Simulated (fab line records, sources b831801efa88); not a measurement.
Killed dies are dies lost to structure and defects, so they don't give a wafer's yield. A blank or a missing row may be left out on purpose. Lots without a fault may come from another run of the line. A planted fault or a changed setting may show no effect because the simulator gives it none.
A struck lot beside a sound one | flow sky130 | 16 steps out of a route of 708
Sound: wafers L974.2, L974.5, L974.6. Struck: wafers L981.3, L981.4, L981.6. The cause comes at the end.
At each step with rows: each side's tool, then ch and its chambers, then its first start. Under that, the readings that differ: sound wafers | struck wafers | difference of the means | sigmas: that difference in standard deviations of wafers without a fault.
alike: readings whose means differ by less than 2 such deviations, and words and numbers that are the same on both sides. not compared: withheld readings, readings that some wafer has no value for, bounds like >300 that may hide the same value, and numbers for which the record gives no deviation and whose values overlap.
The two part at a step that has a row with sigmas, a row that says differs or no value, or rows on one side only. Numbers that don't overlap but have no deviation are shown without sigmas and don't part them. A reading that every wafer of one side lacks parts them only if that side has two wafers or more.

first, 8 steps without rows for these wafers: SKY_CONTACT_DEHYDRATE_06 (time 60 s); SKY_CONTACT_HMDS_07 (prime time 60 s); SKY_CONTACT_COAT_08 (resist thk 60 nm); SKY_CONTACT_COAT_09 (resist thk 450 nm); SKY_CONTACT_SOFTBAKE_10 (time 90 s); SKY_CONTACT_EXPOSE_11 (exposes mask CTM1, target cd 170 nm); SKY_CONTACT_PEB_12; SKY_CONTACT_DEVELOP_13 (develop time 60 s).
SKY_CONTACT_CD_MEAS_14: target cd 170 nm.
  sound on cd_sem-01, day 31 18:52; struck on cd_sem-02, day 33 19:25
  alike: cd_nm
SKY_CONTACT_OVL_MEAS_15:
  sound on overlay-01, day 31 18:58; struck on overlay-02, day 33 19:30
  alike: CONTACT_OVL
SKY_CONTACT_ETCH_16: etches BARC in N2/H2, stops on SiO2, time 45.9 s, target depth 60 nm.
  sound on rie_diel-04 ch 2,3, day 31 19:00; struck on rie_diel-04 ch 1,2,3, day 33 19:32
  alike: bias_w, chamber_pressure_mTorr, drypump_motor_current_A, oes_product_au, throttle_valve_pct
  not compared: rf_hours_counter_h
SKY_CONTACT_ETCH_17: etches SiO2 in C4F8/O2/Ar, stops on Si3N4, target depth 340 nm.
  sound on rie_diel-04 ch 2,3, day 31 19:03; struck on rie_diel-04 ch 1,2,3, day 33 19:34
  alike: bias_w, chamber_pressure_mTorr, oes_product_au
SKY_CONTACT_ETCH_18: etches Si3N4 in CHF3/O2, stops on TiN, time 39 s, target depth 75 nm.
  sound on rie_diel-04 ch 2,3, day 31 19:00; struck on rie_diel-04 ch 1,2,3, day 33 19:00
  no value came back on the struck wafers for any of 5 readings (O2_flow_sccm (sccm), bias_w (W) and others); on the sound wafers O2_flow_sccm (sccm) reads 4.995 4.992 5.017
  reading                                        | sound             | struck            | difference | sigmas
  model.KrF-thick_of_CONTACT_COAT_09.thk_nm (nm) | 241.8 241.8 245.4 | 322.8 323.4 323.8 | +80.3      |
  not compared: rf_hours_counter_h
SKY_CONTACT_STRIP_19: strips in O2/N2.
  sound on plasma_asher-02 ch 0,1, day 31 19:08; struck on plasma_asher-04 ch 0,1, day 33 19:41
  reading                      | sound             | struck            | difference | sigmas
  oes_product_au (a.u.)        | 0.378 0.384 0.388 | 0.414 0.420 0.408 | +0.031     | +6
  strip_time_to_endpoint_s (s) | 3.620 3.612 3.659 | 4.456 4.470 4.475 | +0.837     | +30
  alike: drypump_motor_current_A
  not compared: rf_hours_counter_h
then, 1 step without rows for these wafers: SKY_CONTACT_STRIP_20 (strips in post etch residue remover, time 1200 s).
-- the record jumps here: 14 days lie between the struck wafers' starts before and after (it left off in module CONTACT and takes up again in module PAD_OPEN, whose first step shown is number 708 of the route) --
SKY_PAD_OPEN_PROBE_99:
  the record has rows for the struck wafers here (prober-01, day 47 10:10) and none for the sound ones

WHERE THEY PART
First at SKY_CONTACT_ETCH_18; last, within this record, at SKY_PAD_OPEN_PROBE_99.

WHY: what the simulator had put in
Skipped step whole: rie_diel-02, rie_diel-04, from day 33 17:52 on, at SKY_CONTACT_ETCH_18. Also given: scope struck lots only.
